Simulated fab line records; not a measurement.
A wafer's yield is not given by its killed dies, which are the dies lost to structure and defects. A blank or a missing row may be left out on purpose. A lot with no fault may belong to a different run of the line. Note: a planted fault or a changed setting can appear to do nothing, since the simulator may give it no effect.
fab line records	flow sky130
record lots=5	wafers=15	lastDay=50
route steps=708 shown METAL1@445 VIA1@458 METAL2@483 PAD_OPEN@708
lots untouched by any fault: they come from a run of this same line in which no faults occurred
startH: hours from the record's opening day to when the first of the lot's shown wafers began	waitH: hours since the lot's step before	" repeats the value in the row above	L1.1+2: several wafers, shown together as one row	- value missing, or start not given	* or withheld: withheld	< > ~ a bound
route shown NAME@n: names a module that has steps shown in the file, with the first one's number in the route	usual: the fault-free wafers' mean and standard deviation	same: alike in all rows	chamber/n: place in a boat	sites: each site's reading	_std_site: standard deviation across them	_edge_site: mean of outer sites minus mean of inner sites	radiusMm: how far each site lies from the wafer's centre	mask NAME#n: copy n	behind: the last tool/chamber to shape the wafer	hold: reason for holding the lot/hours on hold/outcome of the hold	device: whichever transistor did not switch (one of n, p or np)	end of line: at the end of the route, the tests of the same wafers	a step without rows: its recipe alone	killed: dies lost to structure and defects at the first sort, not the wafer's yield	map: a wafer's dies, marking killed ones x, the rest . and places with no die _
set.NAME: setting as actually run; set.NAME@STEP: the setting as run at that earlier step	model.NAME: the simulator's own value behind a step, which no gauge read
certain route steps with their lots: each step a table, each wafer a row
services: the hour from which a tool's chamber was out of use, counted from the record's first day as startH (under 0 if before that day), plus the number of hours and why
## steps
# step SKY_METAL1_SOFTBAKE_11
# recipe tempC=100	timeS=90	resist=KrF-thick
# step SKY_METAL1_EXPOSE_12
# recipe maskId=MM1	na=0.8	sourceShape=annular	sigmaInner=0.55	sigmaOuter=0.85	targetCdNm=140	doseMj=28
# step SKY_METAL1_PEB_13
# recipe pebTempC=withheld	pebTimeS=withheld	resist=KrF-thick
# step SKY_METAL1_DEVELOP_14
# recipe developTimeS=60	resist=KrF-thick	devTempC=21
# step SKY_METAL1_CD_MEAS_15
# recipe targetCdNm=140
# usual cdNm=140.0/1.6
lot.wafer	tool	chamber	startH	waitH	cdNm
L341.3	cdSem-01	-	841.20	-	138.9
L341.5	"	-	"	"	137.5
L341.6	"	-	"	"	138.5
L342.1	cdSem-01	-	844.03	-	144.3
L342.4	"	-	"	"	141.2
L342.5	"	-	"	"	142.8
L344.2	cdSem-02	-	857.50	-	143.0
L344.4	"	-	"	"	141.5
L344.5	"	-	"	"	142.7
L350.2	cdSem-01	-	906.90	-	140.7
L350.3	"	-	"	"	140.6
L350.6	"	-	"	"	140.8
L353.2	cdSem-01	-	920.48	-	143.4
L353.4	"	-	"	"	142.2
L353.6	"	-	"	"	141.5
# step SKY_METAL1_OVL_MEAS_16
# usual METAL1_OVL=3/5.5
lot.wafer	tool	chamber	startH	waitH	METAL1_OVL[nm]
L341.3	overlay-02	-	841.29	0.1	4
L341.5	"	-	"	"	-1
L341.6	"	-	"	"	0
L342.1	overlay-01	-	844.15	0.1	-4
L342.4	"	-	"	"	-4
L342.5	"	-	"	"	-3
L344.2	overlay-02	-	857.61	0.1	11
L344.4	"	-	"	"	14
L344.5	"	-	"	"	7
L350.2	overlay-01	-	907.01	0.1	-2
L350.3	"	-	"	"	1
L350.6	"	-	"	"	2
L353.2	overlay-01	-	920.58	0.1	3
L353.4	"	-	"	"	0
L353.6	"	-	"	"	-3
# step SKY_METAL1_DESCUM_17
# recipe chemistry=O2	sourcePowerW=150	biasPowerW=0	pressureMtorr=10	tempC=40	timeS=8
# usual drypumpMotorCurrentA=5.6/0.38	oesProductAu=1.006/0.01
lot.wafer	tool	chamber	startH	waitH	drypumpMotorCurrentA	oesProductAu	rfHoursCounterH
L341.3	rieMetal-04	1	841.32	0.0	6.3	0.997	-
L341.5	"	1	"	"	6.3	0.995	-
L341.6	"	0	"	"	5.3	1.011	-
L342.1	rieMetal-04	0	844.19	0.0	5.2	1.015	12
L342.4	"	0	"	"	5.2	1.010	-
L342.5	"	0	"	"	5.2	1.013	-
L344.2	rieMetal-03	1	857.64	0.0	5.9	0.984	12
L344.4	"	0	"	"	5.3	1.001	-
L344.5	"	1	"	"	5.9	0.988	-
L350.2	rieMetal-04	1	907.04	0.0	6.3	1.008	4
L350.3	"	0	"	"	5.2	1.014	-
L350.6	"	0	"	"	5.2	1.010	-
L353.2	rieMetal-01	0	920.61	0.0	5.4	1.012	16
L353.4	"	0	"	"	5.4	1.008	-
L353.6	"	1	"	"	5.6	1.006	-
# step SKY_METAL1_ETCH_18
# recipe chemistry=N2/H2	target=BARC	ionEnergyEv=200	biasW=100	pressureMtorr=30	n2FlowSccm=100	h2FlowSccm=200	icpW=500	stopOn=SiO2	timeS=45.9	targetDepthA=600
# step SKY_METAL1_METAL_ETCH_19
# recipe targetDepthA=3600	stopOn=SiO2	overEtchFrac=0.3	timeS=76.26	chemistry=Cl2/BCl3	resistSidewallDeg=88	pressureMtorr=10	icpW=900	biasW=48.5	Cl2_flow_sccm=60	bcl3FlowSccm=30
# step SKY_METAL1_STRIP_20
# recipe chemistry=O2/N2	powerW=1400	pressureMtorr=1500	platenTempC=withheld	o2FlowSccm=3000	n2FlowSccm=300	overashFraction=0.5
# step SKY_METAL1_STRIP_21
# recipe chemistry=postEtchResidueRemover	timeS=1200	tempC=72.5
# step SKY_METAL1_CLEAN_22
# recipe chemistry=IPA	timeS=180	tempC=25
# step SKY_METAL1_CLEAN_23
# recipe chemistry=O3/DIW	dry=n2Spin
lot.wafer	tool	chamber	startH	waitH
L341.3+5+6	wetBench-02	1	842.00	0.0
L342.1+4+5	wetBench-01	1	844.87	0.0
L344.2+4+5	wetBench-02	2	858.32	0.0
L350.2+3+6	wetBench-03	0	907.73	0.0
L353.2+4+6	wetBench-01	1	921.30	0.0
# step SKY_VIA1_HDPCVD_00
# recipe material=SiO2	targetThkNm=1030	sigmaOpenFrac=0.3	timeS=171.7	tempC=400	sih4FlowSccm=60	pressureMtorr=6
# step SKY_VIA1_THK_MEAS_01
# recipe reads=SiO2_of_VIA1_HDPCVD_00
# usual VIA1_HDPCVD_THK=1036/9.2
lot.wafer	tool	chamber	startH	waitH	VIA1_HDPCVD_THK[nm]
L341.3	filmMetro-03	-	842.22	0.1	1023
L341.5	"	-	"	"	1016
L341.6	"	-	"	"	1023
L342.1	filmMetro-02	-	845.07	0.1	1042
L342.4	"	-	"	"	1023
L342.5	"	-	"	"	1032
L344.2	filmMetro-01	-	858.54	0.1	1042
L344.4	"	-	"	"	1033
L344.5	"	-	"	"	1041
L350.2	filmMetro-02	-	907.94	0.1	1038
L350.3	"	-	"	"	1032
L350.6	"	-	"	"	1018
L353.2	filmMetro-01	-	921.52	0.1	1029
L353.4	"	-	"	"	1032
L353.6	"	-	"	"	1033
# step SKY_VIA1_CMP_02
# recipe material=SiO2	downForcePsi=4	platenRpm=60	padVelocityMS=0.94248
# step SKY_VIA1_BOW_MEAS_03
# recipe mode=bow
# usual VIA1_BOW=80/7
lot.wafer	tool	chamber	startH	waitH	VIA1_BOW[um]
L341.3	filmMetro-02	-	842.60	0.2	85
L341.5	"	-	"	"	80
L341.6	"	-	"	"	69
L342.1	filmMetro-01	-	847.25	0.1	79
L342.4	"	-	"	"	79
L342.5	"	-	"	"	94
L344.2	filmMetro-02	-	858.91	0.1	86
L344.4	"	-	"	"	77
L344.5	"	-	"	"	84
L350.2	filmMetro-03	-	908.31	0.3	73
L350.3	"	-	"	"	72
L350.6	"	-	"	"	84
L353.2	filmMetro-02	-	921.89	0.1	91
L353.4	"	-	"	"	79
L353.6	"	-	"	"	90
# step SKY_VIA1_DEHYDRATE_04
# recipe tempC=200	timeS=60
# step SKY_VIA1_HMDS_05
# recipe primeTimeS=60	primeTempC=120
# step SKY_VIA1_COAT_06
# recipe resist=BARC	tempC=withheld	timeS=withheld	spinRpm=3000	resistThkNm=60
# step SKY_VIA1_COAT_07
# recipe resist=KrF-thick	spinRpm=3000	resistThkNm=450
# step SKY_VIA1_SOFTBAKE_08
# recipe tempC=100	timeS=90	resist=KrF-thick
# step SKY_VIA1_EXPOSE_09
# recipe maskId=VIM	na=0.8	sourceShape=annular	sigmaInner=0.55	sigmaOuter=0.85	targetCdNm=150	doseMj=38.94
# step SKY_VIA1_PEB_10
# recipe pebTempC=withheld	pebTimeS=withheld	resist=KrF-thick
# step SKY_VIA1_DEVELOP_11
# recipe developTimeS=60	resist=KrF-thick	devTempC=21
# step SKY_VIA1_CD_MEAS_12
# recipe targetCdNm=150
# usual cdNm=150.6/1.8
lot.wafer	tool	chamber	startH	waitH	cdNm
L341.3	cdSem-01	-	869.29	-	151.7
L341.5	"	-	"	"	151.3
L341.6	"	-	"	"	150.9
L342.1	cdSem-02	-	873.72	-	148.5
L342.4	"	-	"	"	147.8
L342.5	"	-	"	"	146.8
L344.2	cdSem-01	-	884.99	-	149.7
L344.4	"	-	"	"	151.8
L344.5	"	-	"	"	150.1
L350.2	cdSem-01	-	932.78	-	150.7
L350.3	"	-	"	"	150.7
L350.6	"	-	"	"	152.2
L353.2	cdSem-01	-	945.79	-	150.8
L353.4	"	-	"	"	149.8
L353.6	"	-	"	"	149.8
# step SKY_VIA1_OVL_MEAS_13
# usual VIA1_OVL=1/5
lot.wafer	tool	chamber	startH	waitH	VIA1_OVL[nm]
L341.3	overlay-02	-	869.39	0.1	-1
L341.5	"	-	"	"	-2
L341.6	"	-	"	"	5
L342.1	overlay-02	-	873.84	0.1	1
L342.4	"	-	"	"	-5
L342.5	"	-	"	"	2
L344.2	overlay-02	-	885.09	0.1	7
L344.4	"	-	"	"	-1
L344.5	"	-	"	"	1
L350.2	overlay-01	-	932.88	0.1	6
L350.3	"	-	"	"	4
L350.6	"	-	"	"	2
L353.2	overlay-01	-	945.90	0.1	-2
L353.4	"	-	"	"	1
L353.6	"	-	"	"	-4
# step SKY_VIA1_ETCH_14
# recipe chemistry=N2/H2	target=BARC	ionEnergyEv=200	sourceW=500	biasW=100	pressureMtorr=30	n2FlowSccm=100	h2FlowSccm=200	stopOn=SiO2	timeS=45.9	targetDepthA=600
# usual drypumpMotorCurrentA=5.9/0.37	oesProductAu=0.854/0.005	throttleValvePct=13.226/0.0088
lot.wafer	tool	chamber	startH	waitH	drypumpMotorCurrentA	oesProductAu	rfHoursCounterH	throttleValvePct
L341.3	rieDiel-01	1	869.41	0.0	5.4	0.855	11	13.219
L341.5	"	2	"	"	5.4	0.854	-	13.231
L341.6	"	3	"	"	5.4	0.857	-	13.225
L342.1	rieDiel-03	2	873.88	0.0	6.3	0.856	9	13.230
L342.4	"	2	"	"	6.3	0.858	-	13.222
L342.5	"	3	"	"	6.1	0.849	-	13.228
L344.2	rieDiel-04	1	885.12	0.0	5.7	0.852	14	13.224
L344.4	"	2	"	"	5.7	0.853	7	13.215
L344.5	"	3	"	"	6.5	0.846	-	13.219
L350.2	rieDiel-01	1	932.91	0.0	5.4	0.854	14	13.218
L350.3	"	0	"	"	6.1	0.854	20	13.222
L350.6	"	3	"	"	5.3	0.859	-	13.225
L353.2	rieDiel-03	3	945.93	0.0	6.1	0.857	10	13.236
L353.4	"	0	"	"	6.3	0.859	-	13.231
L353.6	"	3	"	"	6.1	0.854	-	13.211
# step SKY_VIA1_ETCH_15
# recipe target=SiO2	chemistry=C4F8/O2/Ar	targetDepthNm=351	stopOn=TiN	maskMaterial=KrF-thick	sourceW=1500	biasW=1200	pressureMtorr=40	c4f8FlowSccm=withheld	O2_flow_sccm=6	Ar_flow_sccm=300	timeS=54
# step SKY_VIA1_STRIP_16
# recipe chemistry=O2/N2	powerW=1400	pressureMtorr=1500	platenTempC=withheld	o2FlowSccm=3000	n2FlowSccm=300	overashFraction=0.5
# step SKY_VIA1_STRIP_17
# recipe chemistry=postEtchResidueRemover	timeS=1200	tempC=72.5
# step SKY_VIA1_CLEAN_18
# recipe chemistry=IPA	timeS=180	tempC=25
# step SKY_VIA1_CLEAN_19
# recipe chemistry=O3/DIW	dry=n2Spin
# step SKY_VIA1_SPUTTER_20
# recipe material=TiN	targetThkNm=20	chamberPressurePa=5	powerW=4000	timeS=80
# step SKY_VIA1_CVD_21
# recipe material=W	targetThkNm=270	timeS=80.902	tempC=400	pressureTorr=40
# step SKY_VIA1_RS_MEAS_22
# recipe thkMeasGauge=four-point-probe	reads=W_of_VIA1_CVD_21+TiN_of_VIA1_SPUTTER_20
# usual VIA1_W_RS=0.427/0.0066
lot.wafer	tool	chamber	startH	waitH	VIA1_W_RS[ohm/sq]
L341.3	filmMetro-02	-	870.29	0.1	0.433
L341.5	"	-	"	"	0.439
L341.6	"	-	"	"	0.436
L342.1	filmMetro-02	-	874.72	0.1	0.434
L342.4	"	-	"	"	0.433
L342.5	"	-	"	"	0.426
L344.2	filmMetro-02	-	885.98	0.1	0.423
L344.4	"	-	"	"	0.416
L344.5	"	-	"	"	0.422
L350.2	filmMetro-01	-	933.77	0.1	0.421
L350.3	"	-	"	"	0.425
L350.6	"	-	"	"	0.418
L353.2	filmMetro-02	-	946.89	0.1	0.417
L353.4	"	-	"	"	0.422
L353.6	"	-	"	"	0.433
# step SKY_VIA1_THK_MEAS_23
# recipe thkMeasGauge=xrf	reads=W_of_VIA1_CVD_21
# usual VIA1_W_THK=270/4.5
lot.wafer	tool	chamber	startH	waitH	VIA1_W_THK[nm]
L341.3	filmMetro-02	-	870.39	0.1	265
L341.5	"	-	"	"	262
L341.6	"	-	"	"	263
L342.1	filmMetro-02	-	874.84	0.1	265
L342.4	"	-	"	"	265
L342.5	"	-	"	"	270
L344.2	filmMetro-02	-	886.09	0.1	273
L344.4	"	-	"	"	276
L344.5	"	-	"	"	272
L350.2	filmMetro-01	-	933.88	0.1	275
L350.3	"	-	"	"	272
L350.6	"	-	"	"	278
L353.2	filmMetro-02	-	947.00	0.1	275
L353.4	"	-	"	"	272
L353.6	"	-	"	"	264
# step SKY_VIA1_CMP_24
# recipe stopOn=SiO2	tOverpolishS=15	downForcePsi=3.5	platenRpm=60	targetThkNm=0	padVelocityMS=0.94248
# step SKY_METAL2_SPUTTER_00
# recipe material=Ti	targetThkNm=15	powerW=3000	timeS=10	chamberPressurePa=0.4
# usual throttleValvePct=29.8/1
lot.wafer	tool	chamber	startH	waitH	throttleValvePct
L341.3	pvdSputter-01	-	870.73	0.1	28.7
L341.5	"	-	"	"	28.2
L341.6	"	-	"	"	28.6
L342.1	pvdSputter-01	-	875.20	0.1	28.4
L342.4	"	-	"	"	28.7
L342.5	"	-	"	"	28.9
L344.2	pvdSputter-03	-	886.44	0.2	30.3
L344.4	"	-	"	"	30.8
L344.5	"	-	"	"	31.1
L350.2	pvdSputter-02	-	934.33	0.1	30.9
L350.3	"	-	"	"	30.4
L350.6	"	-	"	"	30.9
L353.2	pvdSputter-02	-	947.35	0.1	28.9
L353.4	"	-	"	"	30.5
L353.6	"	-	"	"	30.3
# step SKY_METAL2_SPUTTER_01
# recipe material=TiN	targetThkNm=20	powerW=6500	timeS=16.7	chamberPressurePa=0.4
# usual throttleValvePct=29.8/1
lot.wafer	tool	chamber	startH	waitH	throttleValvePct
L341.3	pvdSputter-01	-	870.75	0.0	28.6
L341.5	"	-	"	"	28.1
L341.6	"	-	"	"	28.9
L342.1	pvdSputter-01	-	875.22	0.0	28.8
L342.4	"	-	"	"	29.0
L342.5	"	-	"	"	28.7
L344.2	pvdSputter-03	-	886.46	0.0	30.7
L344.4	"	-	"	"	30.6
L344.5	"	-	"	"	31.2
L350.2	pvdSputter-02	-	934.35	0.0	30.9
L350.3	"	-	"	"	30.4
L350.6	"	-	"	"	30.5
L353.2	pvdSputter-02	-	947.37	0.0	28.9
L353.4	"	-	"	"	30.8
L353.6	"	-	"	"	30.5
# step SKY_METAL2_SPUTTER_02
# recipe material=AlCu	targetThkNm=250	powerW=10600	timeS=13.3	chamberPressurePa=0.4
# usual throttleValvePct=29.9/1
lot.wafer	tool	chamber	startH	waitH	throttleValvePct
L341.3	pvdSputter-01	-	870.77	0.0	28.6
L341.5	"	-	"	"	27.8
L341.6	"	-	"	"	28.9
L342.1	pvdSputter-01	-	875.25	0.0	28.4
L342.4	"	-	"	"	28.9
L342.5	"	-	"	"	29.1
L344.2	pvdSputter-03	-	886.49	0.0	30.6
L344.4	"	-	"	"	30.9
L344.5	"	-	"	"	31.1
L350.2	pvdSputter-02	-	934.38	0.0	30.9
L350.3	"	-	"	"	30.6
L350.6	"	-	"	"	30.8
L353.2	pvdSputter-02	-	947.39	0.0	29.3
L353.4	"	-	"	"	30.2
L353.6	"	-	"	"	30.4
# step SKY_METAL2_SPUTTER_03
# recipe material=Ti	targetThkNm=5	powerW=3000	timeS=3.3	chamberPressurePa=0.4
# step SKY_PAD_OPEN_PROBE_99
# usual defectLimitedYield=82.5/1.9	killed_at_M0_to_M3=43/7.2	killed_at_M4_up=3.3/2	killedAtContacts=25/5.8	killedAtFrontEnd=15/4.5	killedAtOther=0.3/0.62	killedDies=86/9.4	killedOpen=47/7.1	killedShort=39/6	sort_bin_3_pad_short=0.9/0.4	sort_bin_5_function=10.4/1.4	sort_bin_6_memory=6.2/1.1	sort_bin_8_speed=0.7/1.4	sortNPass=402/11	sortYieldPct=81.7/2.2
# same grossDies=492	killedAtBackSide=0	sort_bin_4_leakage[%]=0
lot.wafer	tool	chamber	startH	waitH	hold	defectLimitedYield[%]	killed_at_M0_to_M3	killed_at_M4_up	killedAtContacts	killedAtFrontEnd	killedAtOther	killedDies	killedOpen	killedShort	sort_bin_3_pad_short[%]	sort_bin_5_function[%]	sort_bin_6_memory[%]	sort_bin_8_speed[%]	sortNPass	sortYieldPct[%]	model.etest.tester.sortNPass	model.etest.tester.sortYieldPct	model.etest.tester.sort_bin_5_pct	model.etest.tester.sort_bin_3_pct
L341.3	prober-01	-	1138.54	0.2	-	80.7	51	4	23	17	0	95	54	41	1.2	11.0	7.1	0.2	396	80.5	396	80.49	10.98	1.22
L341.5	prober-01	-	1138.64	0.2	-	82.3	55	2	16	14	0	87	48	39	0.8	9.6	7.3	0.2	404	82.1	404	82.11	9.553	0.813
L341.6	prober-01	-	1138.69	0.2	-	80.9	46	2	26	20	0	94	50	44	0.8	12.0	6.3	0.4	396	80.5	396	80.49	11.99	0.813
L342.1	prober-02	-	1139.39	0.1	-	82.5	35	1	29	20	1	86	50	36	0.8	11.2	5.5	0	406	82.5	406	82.52	11.18	0.813
L342.4	prober-02	-	1139.54	0.2	-	83.7	39	7	21	13	0	80	42	38	0.8	9.8	5.7	0	412	83.7	412	83.74	9.756	0.813
L342.5	prober-02	-	1139.59	0.2	-	81.5	46	5	26	14	0	91	50	41	1.2	11.0	6.3	0	401	81.5	401	81.5	10.98	1.22
L344.2	prober-02	-	1147.71	0.1	-	80.9	48	4	32	8	2	94	48	46	0.8	10.2	8.1	1.0	393	79.9	393	79.88	10.16	0.813
L344.4	prober-02	-	1147.81	0.2	-	80.3	51	4	28	14	0	97	49	48	1.0	11.4	7.3	0.8	391	79.5	391	79.47	11.38	1.016
L344.5	prober-02	-	1147.86	0.2	-	79.3	60	2	28	12	0	102	55	47	0.6	13.8	6.3	1.0	385	78.3	385	78.25	13.82	0.6098
L350.2	prober-02	-	1183.16	0.1	-	83.3	41	2	26	13	0	82	50	31	0.4	11.0	5.3	0.8	406	82.5	406	82.52	10.98	0.4065
L350.3	prober-02	-	1183.21	0.2	-	86.8	30	2	19	14	0	65	32	33	0.6	8.1	4.5	0.2	426	86.6	426	86.59	8.13	0.6098
L350.6	prober-02	-	1183.36	0.2	-	84.1	29	3	36	10	0	78	44	33	0.6	10.6	4.7	0.6	411	83.5	411	83.54	10.57	0.6098
L353.2	prober-01	-	1192.38	0.1	awaitDispo/3.5h/release	74.4	78	5	28	15	0	126	43	48	3.3	15.7	6.7	0	366	74.4	366	74.39	15.65	3.252
L353.4	prober-01	-	1192.48	0.2	awaitDispo/3.5h/release	72.4	86	3	24	23	0	136	48	39	2.4	17.5	7.7	0.2	355	72.2	355	72.15	17.48	2.439
L353.6	prober-01	-	1192.58	0.2	awaitDispo/3.5h/release	75.4	79	2	21	19	0	121	46	34	1.4	15.4	7.7	0.6	368	74.8	368	74.8	15.45	1.423
# killed by level:class
L341.3 VIA1:geometricParticle:open=12 CONTACT:geometricParticle:open=11 VIA2:geometricParticle:open=10 VIA3:geometricParticle:open=7 METAL1:geometricParticle:short=6 FIELD_ISO:geometricParticle:short=5 LOCAL_INTERCONNECT:geometricParticle:short=5 VIA3:geometricParticle:short=5
L341.5 VIA2:geometricParticle:open=11 VIA1:geometricParticle:open=11 VIA3:geometricParticle:open=11 METAL2:geometricParticle:short=8 CONTACT:geometricParticle:open=7 METAL1:geometricParticle:short=7 FIELD_ISO:geometricParticle:open=6 CONTACT:geometricParticle:short=4
L341.6 VIA1:geometricParticle:open=13 CONTACT:geometricParticle:short=9 CONTACT:geometricParticle:open=9 VIA2:geometricParticle:open=7 FIELD_ISO:geometricParticle:open=6 VIA1:geometricParticle:short=6 VIA2:geometricParticle:short=6 METAL2:geometricParticle:short=5
L342.1 VIA1:geometricParticle:open=10 LI_CONTACT:geometricParticle:open=8 VIA3:geometricParticle:open=8 LOCAL_INTERCONNECT:geometricParticle:short=7 FIELD_ISO:geometricParticle:short=6 VIA3:geometricParticle:short=6 CONTACT:geometricParticle:open=5 CONTACT:geometricParticle:short=5
L342.4 CONTACT:geometricParticle:open=9 VIA1:geometricParticle:open=8 METAL2:geometricParticle:short=7 VIA1:geometricParticle:short=6 VIA2:geometricParticle:open=6 METAL4:geometricParticle:short=6 FIELD_ISO:geometricParticle:short=5 LI_CONTACT:geometricParticle:open=5
L342.5 CONTACT:geometricParticle:open=10 VIA1:geometricParticle:open=9 VIA2:geometricParticle:open=7 VIA3:geometricParticle:open=7 VIA1:geometricParticle:short=6 POLY_GATE:geometricParticle:open=5 CONTACT:geometricParticle:short=5 METAL4:geometricParticle:short=5
L344.2 CONTACT:geometricParticle:open=12 VIA1:geometricParticle:open=12 VIA1:geometricParticle:short=10 LI_CONTACT:geometricParticle:open=9 METAL2:geometricParticle:short=9 LI_CONTACT:geometricParticle:short=5 POLY_GATE:geometricParticle:short=4 LOCAL_INTERCONNECT:geometricParticle:short=4
L344.4 VIA1:geometricParticle:open=13 CONTACT:geometricParticle:open=9 LI_CONTACT:geometricParticle:open=8 METAL2:geometricParticle:short=7 VIA2:geometricParticle:short=6 LOCAL_INTERCONNECT:geometricParticle:short=6 VIA2:geometricParticle:open=6 METAL1:geometricParticle:short=5
L344.5 VIA3:geometricParticle:open=11 VIA1:geometricParticle:open=11 METAL2:geometricParticle:short=11 CONTACT:geometricParticle:open=8 VIA2:geometricParticle:open=8 LI_CONTACT:geometricParticle:open=7 METAL1:geometricParticle:short=7 POLY_GATE:geometricParticle:short=6
L350.2 LI_CONTACT:geometricParticle:open=9 VIA1:geometricParticle:open=8 VIA2:geometricParticle:short=8 CONTACT:geometricParticle:open=7 VIA2:geometricParticle:open=7 POLY_GATE:geometricParticle:open=5 LOCAL_INTERCONNECT:geometricParticle:short=5 FIELD_ISO:geometricParticle:open=4
L350.3 POLY_GATE:geometricParticle:short=6 LOCAL_INTERCONNECT:geometricParticle:short=6 VIA2:geometricParticle:open=6 POLY_GATE:geometricParticle:open=5 CONTACT:geometricParticle:open=5 LI_CONTACT:geometricParticle:open=5 METAL2:geometricParticle:short=5 VIA1:geometricParticle:open=4
L350.6 LI_CONTACT:geometricParticle:open=10 CONTACT:geometricParticle:open=9 LI_CONTACT:geometricParticle:short=7 CONTACT:geometricParticle:short=7 VIA3:geometricParticle:open=7 VIA1:geometricParticle:open=6 VIA2:geometricParticle:open=5 LOCAL_INTERCONNECT:geometricParticle:short=3
L353.2 METAL1:unspecified=35 CONTACT:geometricParticle:open=10 LI_CONTACT:geometricParticle:open=8 VIA1:geometricParticle:open=6 CONTACT:geometricParticle:short=6 METAL3:geometricParticle:short=6 METAL1:geometricParticle:short=6 METAL4:geometricParticle:short=5
L353.4 METAL1:unspecified=49 LI_CONTACT:geometricParticle:open=12 VIA1:geometricParticle:open=9 METAL2:geometricParticle:short=7 METAL3:geometricParticle:short=6 CONTACT:geometricParticle:open=6 POLY_GATE:geometricParticle:short=5 POLY_GATE:geometricParticle:open=5
L353.6 METAL1:unspecified=41 CONTACT:geometricParticle:open=9 VIA1:geometricParticle:open=9 METAL1:geometricParticle:short=6 VIA2:geometricParticle:open=6 LI_CONTACT:geometricParticle:open=5 METAL2:geometricParticle:short=5 POLY_GATE:geometricParticle:open=4
# map L353.4 (x killed, . not)
__________....x.x..._________
________x...x........._______
______.x.......xx......._____
_____...xx.x......x.x....____
____x.x.x....xx..x...x....___
___....xx..........x.......__
__...xx.x...x...xx....xx...._
_x.x.xx.........x.x..........
_.........x....x...x.........
_.......xxx..x....x..........
_.x..xx.......xx...xxxxx.....
_...xx......xxxxxx.....x..x..
_..x..x....xxxxxxx......x.xx.
_.........x.xxxxxxxx.........
_......x..x.xxxxxxxxx.......x
__..x.x..x.xxxxxxxxx........_
___.........xxxx..x.x..x...__
____.....xx.xx..x.xx....x.___
_____..x.x..............x____
______....xx.....x....x._____
________.x............_______
__________x.....x.xx_________
# map L342.5 (x killed, . not)
__________xxx......._________
________......x.....x._______
______.......x.........x_____
_____....x...x....x..xxx.____
____..x...............xx..___
___................x....x..__
__.x.xxx......x............._
_x.xxx....x.x....xx.........x
_..x.........x......x...x....
_....x........x........xx...x
_x..........xx....x.x........
_....x........x...x.x........
_.........................x..
_.x.x.x..x..........x........
_...x...xxx.x.x.......x....x.
__.......x....x.......xx.x.._
___xx......x...x.x......x..__
____.x........x.....x.....___
_____.x...x.....x.x.x....____
______....xx.x.........x_____
________.......x...x.._______
__________......xx.._________
## services
tool	chamber	startH	hours	kind
rieDiel-03	1	820.16	5.5	repair
wetBench-03	-	840.83	11.8	repair
pvdSputter-02	-	848.31	1.7	repair
rieDiel-04	2	855.28	1.4	repair
rieDiel-03	0	859.38	-	clean
rieDiel-03	0	859.38	23.6	scheduledDown
rieDiel-03	0	859.38	23.6	ventCycle
rieDiel-04	-	866.69	2.8	pm
rieMetal-04	-	890.87	1.4	pm
rieDiel-04	-	892.32	0.1	repair
pvdSputter-01	-	897.79	44.3	repair
rieMetal-01	-	907.06	2.8	pm
wetBench-03	-	914.68	1.7	repair
rieMetal-03	0	921.33	12.8	repair
rieDiel-04	2	923.76	13.4	repair
pvdSputter-02	2	925.30	-	consumableReplace:kit
pvdSputter-02	2	925.30	18.0	scheduledDown
pvdSputter-02	2	925.30	18.0	ventCycle
rieDiel-01	2	932.80	2.6	repair
rieDiel-03	2	939.01	9.2	repair
wetBench-01	-	940.19	0.5	repair
## key
firstSign step=SKY_PAD_OPEN_PROBE_99	reading=killed_at_M0_to_M3	direction=up	sigmas=5.3	usual=43	struck=81
effect step=SKY_PAD_OPEN_PROBE_99	reading=defectLimitedYield	direction=down	sigmas=4.4	usual=82.5	struck=74.1
modelEffect step=SKY_PAD_OPEN_PROBE_99	value=etest.tester.sortNPass	without=398.3	struck=363
metAt SKY_METAL1_CLEAN_23
struckWafers L353.2,L353.4,L353.6
onsetBetween 844.87 921.30
alsoFits time
fault kind=chamberParticleSource	tool=wetBench-01	chamber=1	onsetH=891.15	steps=SKY_METAL1_CLEAN_23	ratePerVisitCm2=0.43691	endH=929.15
